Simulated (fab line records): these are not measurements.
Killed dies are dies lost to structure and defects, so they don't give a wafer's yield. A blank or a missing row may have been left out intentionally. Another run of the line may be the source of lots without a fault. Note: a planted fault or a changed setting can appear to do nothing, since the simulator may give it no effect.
Which tool did it?    flow sky130    10 lots with 30 wafers sampled at 7 steps, on a route of 708 steps

WHAT THE GAUGES SHOWED, per wafer
SKY_LOCAL_INTERCONNECT_RS_MEAS_01: measurement is done with a four-point probe. Usual: for LOCAL_INTERCONNECT_TIN_RS the level is 14.19 ohm/sq and the standard deviation is 0.19.
lot   measured      on             LOCAL_INTERCONNECT_TIN_RS (ohm/sq)  flag
L854  day 30 00:52  film metro-04  14.49 14.53 14.35                   
L856  day 30 21:32  film metro-03  14.24 14.16 14.16                   
L857  day 30 23:37  film metro-02  14.15 20.44 13.95                   OFF
L864  day 33 16:26  film metro-02  13.92 13.98 14.08                   
L865  day 33 18:35  film metro-03  13.95 14.03 13.98                   
L866  day 34 08:39  film metro-04  14.03 13.93 13.98                   
L868  day 34 21:15  film metro-02  14.28 14.36 14.42                   
L869  day 34 23:32  film metro-04  14.60 14.47 14.58                   
L872  day 35 23:47  film metro-02  14.44 14.33 14.42                   
L873  day 36 06:42  film metro-04  14.06 14.07 14.01                   

SKY_LOCAL_INTERCONNECT_THK_MEAS_02: measures by xrf. Usual: for LOCAL_INTERCONNECT_TIN_THK the level is 99.5 nm and the standard deviation is 1.4.
lot   measured      on             LOCAL_INTERCONNECT_TIN_THK (nm)  flag
L854  day 30 00:58  film metro-04  96.8 96.8 98.5                   
L856  day 30 21:39  film metro-03  99.4 99.7 99.9                   
L857  day 30 23:43  film metro-02  100.4 70.7 101.4                 OFF
L864  day 33 16:32  film metro-02  101.2 101.6 100.6                
L865  day 33 18:43  film metro-03  101.3 101.4 101.1                
L866  day 34 08:46  film metro-04  99.3 100.0 100.5                 
L868  day 34 21:22  film metro-02  98.9 99.1 98.5                   
L869  day 34 23:40  film metro-04  96.0 96.4 95.6                   
L872  day 35 23:53  film metro-02  98.5 98.7 98.6                   
L873  day 36 06:47  film metro-04  100.2 99.7 100.4                 

SKY_CONTACT_THK_MEAS_01. Usual: for CONTACT_CVD_00_THK the level is 74.8 nm and the standard deviation is 0.98.
lot   measured      on             CONTACT_CVD_00_THK (nm)  flag
L854  day 31 05:31  film metro-01  73.6 75.4 74.3           
L856  day 32 02:41  film metro-01  74.6 73.0 74.1           
L857  day 32 04:01  film metro-01  75.0 76.5 76.4           
L864  day 34 19:34  film metro-04  74.1 74.5 75.6           
L865  day 34 21:58  film metro-01  74.1 73.7 74.7           
L866  day 35 12:04  film metro-01  73.8 74.2 74.9           
L868  day 36 00:16  film metro-03  74.8 74.6 75.7           
L869  day 36 02:40  film metro-03  74.1 75.1 75.4           
L872  day 37 02:50  film metro-03  75.0 76.5 76.8           
L873  day 37 09:04  film metro-01  76.1 74.9 76.5           

WHICH TOOL RAN EACH LOT (tool, then ch and the chambers of the sampled wafers, then the start)
lot   SKY_LI_CONTACT_CMP_02          SKY_LOCAL_INTERCONNECT_SPUTTER_00  SKY_LOCAL_INTERCONNECT_METAL_ETCH_14  SKY_LOCAL_INTERCONNECT_STRIP_15
L854  cmp-01 ch 0,1,3, day 28 19:16  pvd sputter-04, day 30 00:47       rie metal-01 ch 0,1, day 31 04:47     plasma asher-04 ch 0,1, day 31 04:50
L856  cmp-01 ch 0,1,3, day 29 16:31  pvd sputter-01, day 30 21:28       rie metal-02 ch 0,1, day 32 01:58     plasma asher-04 ch 0,1, day 32 02:01
L857  cmp-02 ch 1,2,3, day 29 18:07  pvd sputter-04, day 30 23:32       rie metal-02 ch 0,1, day 32 03:20     plasma asher-04 ch 0,1, day 32 03:23
L864  cmp-01 ch 1,3, day 32 12:16    pvd sputter-01, day 33 16:20       rie metal-01 ch 0,1, day 34 18:53     plasma asher-02 ch 0,1, day 34 18:56
L865  cmp-01 ch 0,1,3, day 32 14:52  pvd sputter-01, day 33 18:32       rie metal-03 ch 0,1, day 34 21:17     plasma asher-04 ch 0,1, day 34 21:20
L866  cmp-01 ch 0,1,2, day 33 05:19  pvd sputter-01, day 34 08:35       rie metal-03 ch 0,1, day 35 11:20     plasma asher-02 ch 0,1, day 35 11:23
L868  cmp-01 ch 0,2,3, day 33 16:34  pvd sputter-04, day 34 21:10       rie metal-03 ch 0,1, day 35 23:32     plasma asher-04 ch 0,1, day 35 23:35
L869  cmp-01 ch 1,2,3, day 33 19:15  pvd sputter-03, day 34 23:29       rie metal-02 ch 0,1, day 36 01:56     plasma asher-04 ch 0,1, day 36 01:59
L872  cmp-02 ch 0,1, day 34 20:23    pvd sputter-03, day 35 23:41       rie metal-02 ch 0,1, day 37 02:10     plasma asher-03 ch 0,1, day 37 02:14
L873  cmp-01 ch 0,1,3, day 35 02:55  pvd sputter-01, day 36 06:35       rie metal-02 ch 0,1, day 37 08:23     plasma asher-03 ch 0,1, day 37 08:26
- SKY_LI_CONTACT_CMP_02: polishes PSG.
- SKY_LOCAL_INTERCONNECT_SPUTTER_00: material TiN, target thk 100 nm, time 83.3 s.
- SKY_LOCAL_INTERCONNECT_METAL_ETCH_14: etches TiN in Cl2/BCl3, stops on PSG, target depth 110 nm, time 31.4 s.
- SKY_LOCAL_INTERCONNECT_STRIP_15: strips in O2/N2.

WHAT THE TOOLS THEMSELVES READ (means of the sampled wafers that have a number; where no wafer has one, the mark that the record gives instead)
SKY_LI_CONTACT_CMP_02. Usual: motor current A 12.2 A, standard deviation 0.84; slurry filter dp kPa 13.49 kPa, standard deviation 0.14; slurry flow ml min 150.0, standard deviation 0.47; time to endpoint s 31.5 s, standard deviation 2.5.
lot   tool    motor current A (A)  slurry filter dp kPa (kPa)  slurry flow ml min  time to endpoint s (s)  flag
L854  cmp-01  12.3                 13.55                       149.7               33.2                    
L856  cmp-01  12.7                 13.58                       149.5               33.5                    
L857  cmp-02  11.2                 13.36                       150.3               34.2                    
L864  cmp-01  12.8                 13.56                       150.0               34.3                    
L865  cmp-01  12.2                 13.45                       150.1               31.7                    
L866  cmp-01  12.5                 13.49                       150.1               29.3                    
L868  cmp-01  12.5                 13.43                       149.6               29.2                    
L869  cmp-01  12.5                 13.41                       149.8               32.7                    
L872  cmp-02  12.8                 13.57                       150.1               28.7                    
L873  cmp-01  12.9                 13.53                       150.2               33.8                    

SKY_LOCAL_INTERCONNECT_SPUTTER_00. Usual: throttle valve pct reads 30.2 % (standard deviation 0.74).
lot   tool            throttle valve pct (%)  flag
L854  pvd sputter-04  30.6                    
L856  pvd sputter-01  30.1                    
L857  pvd sputter-04  30.1                    
L864  pvd sputter-01  30.5                    
L865  pvd sputter-01  30.3                    
L866  pvd sputter-01  29.9                    
L868  pvd sputter-04  30.2                    
L869  pvd sputter-03  30.6                    
L872  pvd sputter-03  30.4                    
L873  pvd sputter-01  30.0                    

SKY_LOCAL_INTERCONNECT_METAL_ETCH_14. Usual: drypump motor current A 5.51 A, standard deviation 0.27; he backside leak sccm 3.3 sccm, standard deviation 0.39; oes product au 0.940 a.u., standard deviation 0.0085; throttle valve pct 21.902 %, standard deviation 0.01.
lot   tool          drypump motor current A (A)  he backside leak sccm (sccm)  oes product au (a.u.)  throttle valve pct (%)  flag
L854  rie metal-01  5.25                         3.6                           0.928                  21.918                  
L856  rie metal-02  5.56                         3.2                           0.936                  21.909                  
L857  rie metal-02  5.43                         3.4                           0.886                  21.933                  OFF
L864  rie metal-01  5.27                         3.4                           0.948                  21.898                  
L865  rie metal-03  5.71                         3.2                           0.950                  21.898                  
L866  rie metal-03  5.71                         3.1                           0.951                  21.896                  
L868  rie metal-03  5.55                         3.3                           0.933                  21.902                  
L869  rie metal-02  5.56                         3.2                           0.925                  21.912                  
L872  rie metal-02  5.54                         3.2                           0.934                  21.908                  
L873  rie metal-02  5.57                         3.2                           0.945                  21.899                  

SKY_LOCAL_INTERCONNECT_STRIP_15. Usual: drypump motor current A 5.93 A, standard deviation 0.28; oes product au 0.426 a.u., standard deviation 0.0044; strip time to endpoint s 4.710 s, standard deviation 0.027.
lot   tool             drypump motor current A (A)  oes product au (a.u.)  strip time to endpoint s (s)  flag
L854  plasma asher-04  6.03                         0.427                  4.683                         
L856  plasma asher-04  6.03                         0.427                  4.703                         
L857  plasma asher-04  6.04                         0.425                  4.712                         
L864  plasma asher-02  5.92                         0.429                  4.740                         
L865  plasma asher-04  6.15                         0.436                  4.718                         
L866  plasma asher-02  5.72                         0.422                  4.694                         
L868  plasma asher-04  6.16                         0.425                  4.717                         
L869  plasma asher-04  6.13                         0.425                  4.682                         
L872  plasma asher-03  5.72                         0.427                  4.701                         
L873  plasma asher-03  5.71                         0.421                  4.734                         

THE ANSWER, worked out from the rows above alone
Rule: take the mean of a lot's wafers that have a number; if it is more than 3 standard deviations from the usual mean, the lot is off. Also off: a lot with no number at a reading for which 4 or more lots have one. Where the step has rows for the other lots, those lots are counted as sound. Order of review: gauges by route order, followed by the tools' own readings, for which a lot's mean as printed above is used. The first step at which some lot is off is used, and at that step the reading that is off furthest; a lot without a number counts as furthest.
Off: at SKY_LOCAL_INTERCONNECT_RS_MEAS_01 (LOCAL_INTERCONNECT_TIN_RS), L857.
A tool fits if, at a process step before that reading, it ran every lot that is off, and no sound lot after the first of them. The gauges at SKY_LOCAL_INTERCONNECT_RS_MEAS_01 aren't tried: what is off there is off at SKY_LOCAL_INTERCONNECT_METAL_ETCH_14 too, on other tools, and a gauge's error can't cause that. Not one of the candidates tried fits.

WHAT WAS PUT IN BY THE SIMULATOR
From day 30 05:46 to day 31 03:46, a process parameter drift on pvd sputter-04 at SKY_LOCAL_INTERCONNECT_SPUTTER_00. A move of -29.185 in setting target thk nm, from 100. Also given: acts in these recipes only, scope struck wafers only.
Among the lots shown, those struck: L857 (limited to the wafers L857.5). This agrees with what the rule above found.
